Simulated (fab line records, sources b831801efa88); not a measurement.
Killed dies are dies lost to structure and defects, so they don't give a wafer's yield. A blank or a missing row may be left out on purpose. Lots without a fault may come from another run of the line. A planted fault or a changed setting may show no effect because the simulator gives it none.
One fault seen from 2 desks | flow sky130 | each desk has only its own numbers; what lay behind them comes last

THE METROLOGY DESK
What the gauges read, lot by lot, whatever tool the lot ran on: means of the sampled wafers that have a number. A lot is out of limits, marked OUT, if its mean lies more than 4 standard deviations from the usual mean; the brackets give that distance.
Columns: A = LDD_N_OVL at SKY_LDD_N_OVL_MEAS_07, usual -0.5 nm; B = LI_CONTACT_HDPCVD_THK at SKY_LI_CONTACT_THK_MEAS_01, usual 930 nm
lot  | first seen here | A    | B
L719 | day 17 01:23    | -1.8 | 936
L720 | day 18 02:27    | 0.5  | 918
L722 | day 19 08:14    | -2.5 | 922
L724 | day 20 02:25    | -3.0 | 926
L725 | day 20 17:14    | 0.4  | 931
L727 | day 21 00:09    | -1.5 | 929
L729 | day 21 09:45    | -2.3 | 936
L732 | day 23 13:43    | 0.8  | 920
L731 | day 23 14:19    | -2.5 | 940
L735 | day 23 17:37    | -0.3 | 930
L738 | day 24 14:40    | -1.8 | 933
L740 | day 25 06:55    | 0.4  | 937
L742 | day 26 05:29    | -0.7 | 934
This desk's finding: nothing out of limits on any of the 13 lots.

THE TOOL OWNER'S DESK: implanter-04
The tool's own readings at SKY_RES_XHIGH_IMPLANT_07: means of the sampled wafers that have a number, for each lot that ran on this tool. A lot is out of limits, marked OUT, if its mean lies more than 4 standard deviations from the usual mean; the brackets give that distance.
Columns: A = beam_energy_keV at SKY_RES_XHIGH_IMPLANT_07, usual 19.999; B = dose_ions_cm2 at SKY_RES_XHIGH_IMPLANT_07, usual 3.602e+14
lot  | first seen here | A                        | B
L722 | day 28 06:51    | 19.992                   | 3.601e+14
L729 | day 30 05:20    | 19.997                   | 3.599e+14
L731 | day 32 03:36    | 18.869 (-99 or more) OUT | 3.603e+14
L735 | day 32 07:14    | 18.879 (-99 or more) OUT | 3.599e+14
This desk's finding: out of limits on L731, L735; first on L731, day 32 03:36 (beam_energy_keV at SKY_RES_XHIGH_IMPLANT_07). In limits: L722, L729.

PUT TOGETHER
The tool owner's desk could have raised an alarm at day 32 03:36, on L731, L735.
The metrology desk saw nothing out of limits.
The metrology desk has L731, L735 on record, within its limits.
Of the lots named, all ran SKY_RES_XHIGH_IMPLANT_07 on implanter-04.

WHAT THE SIMULATOR HAD PUT IN
Process parameter drift: implanter-04, from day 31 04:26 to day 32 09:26, at SKY_RES_XHIGH_IMPLANT_07. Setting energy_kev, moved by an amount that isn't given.
Lots struck among those shown: L731, L735.
Hours from the fault's start to each desk's first reading out of limits: the tool owner's desk, 23.
